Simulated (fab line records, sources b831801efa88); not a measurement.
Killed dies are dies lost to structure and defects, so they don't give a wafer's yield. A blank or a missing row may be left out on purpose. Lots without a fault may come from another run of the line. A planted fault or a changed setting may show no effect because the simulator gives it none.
Chamber matching | flow gf180mcu | GF_STI_ETCH_14 on rie_si-02: 4 sister chambers
The step etches Si in HBr/Cl2/O2, target depth 360 nm, time 102.9 s. 4 wafers are shown with their chamber, then 9 later ones without.

WAFERS WITH THEIR CHAMBER
wafer  | chamber | oes_product_au (a.u.)
L105.2 | 1       | 1.020
L115.1 | 2       | 1.021
L115.2 | 0       | 1.007
L115.3 | 3       | 0.995

WAFERS WITHOUT THEIR CHAMBER
wafer  | oes_product_au (a.u.)
L116.1 | 1.024
L116.3 | 1.018
L116.5 | 1.020
L117.3 | 1.011
L117.4 | 1.012
L117.5 | 1.010
L122.2 | 1.009
L122.3 | 1.002
L122.5 | 1.011

WHICH CHAMBER EACH WENT THROUGH
wafer  | from the rows above          | in truth
L116.1 | can't be placed: 2 or 1      | 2
L116.3 | can't be placed: 1 or 2      | 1
L116.5 | can't be placed: 1 or 2      | 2
L117.3 | can't be placed: 0 or 1 or 2 | 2
L117.4 | can't be placed: 0 or 1 or 2 | 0
L117.5 | 0                            | 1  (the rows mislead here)
L122.2 | 0                            | 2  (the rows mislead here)
L122.3 | can't be placed: 0 or 3      | 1
L122.5 | can't be placed: 0 or 1 or 2 | 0
Placed correctly: 0 of 9. Can't be placed from these rows: 7 (the true chamber is among the candidates in 6). Placed wrongly: 2.
How it was worked out, from the rows above alone: a wafer's distance from a chamber is the root of the sum, over the readings, of the square of ((its reading less the chamber's mean) divided by the reading's scatter). The wafer belongs to the nearest chamber; if the next one is less than 2 further off, it can't be placed. A chamber's mean is the mean of its shown wafers. The scatter: with one shown wafer a chamber, the root of the mean of the squares of how far each hidden wafer lies from its nearest shown one.
